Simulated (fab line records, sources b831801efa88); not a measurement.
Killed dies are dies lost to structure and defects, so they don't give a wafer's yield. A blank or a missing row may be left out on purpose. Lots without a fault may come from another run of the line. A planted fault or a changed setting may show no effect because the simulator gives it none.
Which tool did it? | flow sky130 | 12 lots, 34 wafers sampled, at 7 steps of a route of 708

WHAT THE GAUGES READ, wafer by wafer
SKY_POLY_GATE_THK_MEAS_01.
lot  | measured     | on            | POLY_GATE_CVD_00_THK (nm)
L171 | day 13 18:50 | film_metro-02 | 179.5 179.7 179.4
L172 | day 14 01:40 | film_metro-03 | 183.3 180.3 180.5
L174 | day 14 18:07 | film_metro-02 | 180.9 183.8 181.1
L175 | day 15 04:02 | film_metro-03 | 179.4 179.0 178.8
L176 | day 15 17:38 | film_metro-02 | 178.4 179.5 181.5
L177 | day 16 04:11 | film_metro-03 | 179.9 179.9 180.0
L179 | day 16 21:25 | film_metro-04 | 181.8 180.0 181.0
L184 | day 18 11:36 | film_metro-03 | 179.8 179.8
L185 | day 19 01:20 | film_metro-02 | 181.5 180.2
L192 | day 21 20:33 | film_metro-04 | 180.4 181.9 180.9
L193 | day 21 21:58 | film_metro-03 | 181.2 180.3 182.7
L194 | day 22 09:43 | film_metro-04 | 182.5 180.6 182.6

SKY_LDD_P_OVL_MEAS_08.
lot  | measured     | on         | LDD_P_OVL (nm)
L171 | day 18 17:37 | overlay-02 | -1.2 -0.3 -0.9
L172 | day 19 02:22 | overlay-02 | -1.4 -1.8 -2.3
L174 | day 19 21:49 | overlay-01 | -0.7 -0.2 0.0
L175 | day 20 11:50 | overlay-02 | -1.4 -0.4 -2.2
L176 | day 21 03:05 | overlay-02 | -0.3 -0.6 0.0
L177 | day 21 12:04 | overlay-02 | -0.2 -0.8 0.8
L179 | day 22 02:20 | overlay-02 | -1.9 -1.5 -0.9
L184 | day 23 20:20 | overlay-01 | -2.4 -1.0
L185 | day 24 10:41 | overlay-01 | -0.1 -0.2
L192 | day 27 02:07 | overlay-02 | -1.8 -4.5 -2.8
L193 | day 27 03:08 | overlay-01 | -1.8 0.8 -0.7
L194 | day 27 12:58 | overlay-01 | -1.6 -2.3 -2.0

SKY_SD_P_CD_MEAS_07: target cd 380 nm.
lot  | measured     | on        | cd_nm (nm)
L171 | day 25 04:01 | cd_sem-01 | 378 377 378
L172 | day 25 13:28 | cd_sem-02 | 379 377 376
L174 | day 26 10:13 | cd_sem-01 | 383 384 381
L175 | day 26 19:38 | cd_sem-01 | 382 384 383
L176 | day 27 09:57 | cd_sem-02 | 377 379 378
L177 | day 27 20:56 | cd_sem-02 | 381 380 382
L179 | day 28 09:43 | cd_sem-01 | 383 386 383
L184 | day 29 23:33 | cd_sem-01 | - 384
L185 | day 30 13:52 | cd_sem-02 | 379 -
L192 | day 33 00:10 | cd_sem-02 | 384 383 383
L193 | day 33 01:06 | cd_sem-01 | 382 380 382
L194 | day 33 09:00 | cd_sem-01 | 377 379 378

SKY_SD_P_OVL_MEAS_08.
lot  | measured     | on         | SD_P_OVL (nm)
L171 | day 25 04:08 | overlay-02 | -1.3 -1.2 2.0
L172 | day 25 13:35 | overlay-01 | 1.7 3.1 3.9
L174 | day 26 10:20 | overlay-01 | 0.8 -0.8 0.4
L175 | day 26 19:44 | overlay-01 | -1.4 -1.4 -0.8
L176 | day 27 10:04 | overlay-02 | 1.4 0.7 -0.9
L177 | day 27 21:02 | overlay-02 | 0.4 -0.3 -1.5
L179 | day 28 09:50 | overlay-01 | -0.8 0.7 -0.1
L184 | day 29 23:38 | overlay-01 | - -1.5
L185 | day 30 13:59 | overlay-02 | -0.6 -
L192 | day 33 00:17 | overlay-02 | -1.9 -3.8 -3.8
L193 | day 33 01:11 | overlay-01 | -0.6 -1.1 -1.6
L194 | day 33 09:07 | overlay-02 | -2.2 -2.6 -1.6

SKY_SD_P_TW_MEAS_11.
lot  | measured     | on            | SD_P_TW
L171 | day 25 04:25 | film_metro-03 | 2830 2815 2819
L172 | day 25 13:52 | film_metro-02 | 2855 2856 2872
L174 | day 26 10:37 | film_metro-03 | 2801 2801 2797
L175 | day 26 20:02 | film_metro-03 | 2793 2791 2803
L176 | day 27 10:22 | film_metro-03 | 2808 2826 2821
L177 | day 27 21:19 | film_metro-02 | 2840 2850 2854
L179 | day 28 10:07 | film_metro-03 | 2798 2803 2810
L184 | day 29 23:56 | film_metro-04 | 29 2776
L185 | day 30 14:16 | film_metro-03 | 2813 30
L192 | day 33 00:34 | film_metro-02 | 2855 2860 2863
L193 | day 33 01:29 | film_metro-03 | 2812 2807 2811
L194 | day 33 09:25 | film_metro-02 | 2853 2851 2843

WHICH TOOL RAN EACH LOT (tool, then ch and the chambers of the sampled wafers, then the start)
lot  | SKY_GATE_OXIDE_STRIP_13              | SKY_SD_P_DEVELOP_06
L171 | plasma_asher-01 ch 0, day 13 15:53   | litho_track-03 ch 0, day 25 03:53
L172 | plasma_asher-01 ch 0, day 13 22:36   | litho_track-04 ch 0, day 25 13:19
L174 | plasma_asher-03 ch 0,1, day 14 14:00 | litho_track-02 ch 0, day 26 10:04
L175 | plasma_asher-01 ch 0,1, day 15 00:10 | litho_track-04 ch 0, day 26 19:29
L176 | plasma_asher-03 ch 1, day 15 13:34   | litho_track-03 ch 0, day 27 09:48
L177 | plasma_asher-01 ch 0,1, day 16 00:35 | litho_track-02 ch 0, day 27 20:47
L179 | plasma_asher-01 ch 0,1, day 16 16:07 | litho_track-02 ch 0, day 28 09:34
L184 | plasma_asher-02 ch 0,1, day 18 07:55 | litho_track-04 ch 0, day 29 23:25
L185 | plasma_asher-03 ch 0,1, day 18 17:28 | litho_track-04 ch 0, day 30 13:43
L192 | plasma_asher-01 ch 1, day 21 17:36   | litho_track-02 ch 0, day 33 00:01
L193 | plasma_asher-02 ch 0,1, day 21 17:58 | litho_track-02 ch 0, day 33 00:58
L194 | plasma_asher-02 ch 0, day 22 06:46   | litho_track-03 ch 0, day 33 08:51
- SKY_GATE_OXIDE_STRIP_13: strips in O2/N2.
- SKY_SD_P_DEVELOP_06: develop time 60 s.

WHAT THE TOOLS THEMSELVES READ (means of the sampled wafers that have a number; where no wafer has one, the mark that the record gives instead)
SKY_GATE_OXIDE_STRIP_13.
lot  | tool            | chamber_pressure_mTorr (mTorr) | drypump_motor_current_A (A) | oes_product_au (a.u.) | strip_time_to_endpoint_s (s)
L171 | plasma_asher-01 | 1499.0                         | 5.2                         | 0.720                 | 14.20
L172 | plasma_asher-01 | 1499.1                         | 5.2                         | 0.717                 | 14.15
L174 | plasma_asher-03 | 1499.6                         | 5.9                         | 0.719                 | 14.11
L175 | plasma_asher-01 | 1499.2                         | 5.7                         | 0.713                 | 14.15
L176 | plasma_asher-03 | 1498.2                         | 5.4                         | 0.714                 | 14.13
L177 | plasma_asher-01 | 1499.4                         | 5.8                         | 0.719                 | 14.19
L179 | plasma_asher-01 | 1500.7                         | 5.8                         | 0.716                 | 14.16
L184 | plasma_asher-02 | 1500.4                         | 5.4                         | 0.712                 | 14.13
L185 | plasma_asher-03 | 1501.5                         | 5.8                         | 0.714                 | 14.18
L192 | plasma_asher-01 | 1498.7                         | 6.1                         | 0.717                 | 14.12
L193 | plasma_asher-02 | 1499.7                         | 5.6                         | 0.718                 | 14.22
L194 | plasma_asher-02 | 1499.9                         | 6.0                         | 0.715                 | 14.14

THE ANSWER, worked out from the rows above alone
Rule: what is usual is taken from the lots themselves. Put in order of their means at a reading, lots are off if they are a third of the lots or fewer, leave a main group of 4 or more, and stand apart from it by a gap of 3 or more times the standard deviation of the main group's means; of several such gaps the widest counts. A main group whose means are all the same, to the digits that the tables above print for the reading, isn't used. A lot without any number at a reading at which 4 lots or more have one is off too. The other lots that the step has rows for count as sound. The gauges are gone through in route order, then the tools' own readings, and for those a lot's mean is taken as printed above. The first step at which some lot is off is used, and at that step the reading that is off furthest; a lot without a number counts as furthest.
Off: L184, L185, at SKY_SD_P_TW_MEAS_11 (SD_P_TW). The main group: mean 2827, standard deviation 24.
A tool fits if, at a process step before that reading, it ran every lot that is off, and no sound lot after the first of them. The gauges at SKY_SD_P_TW_MEAS_11 are tried like those tools. One fits: litho_track-04 at SKY_SD_P_DEVELOP_06. Its last sound lot is L175 (day 26 19:29), its first lot that is off L184 (day 29 23:25): a fault that began between those two fits.

WHAT THE SIMULATOR HAD PUT IN
Process parameter drift: litho_track-04, from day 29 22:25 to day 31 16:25, at SKY_SD_P_DEVELOP_06. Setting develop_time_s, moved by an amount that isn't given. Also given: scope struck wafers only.
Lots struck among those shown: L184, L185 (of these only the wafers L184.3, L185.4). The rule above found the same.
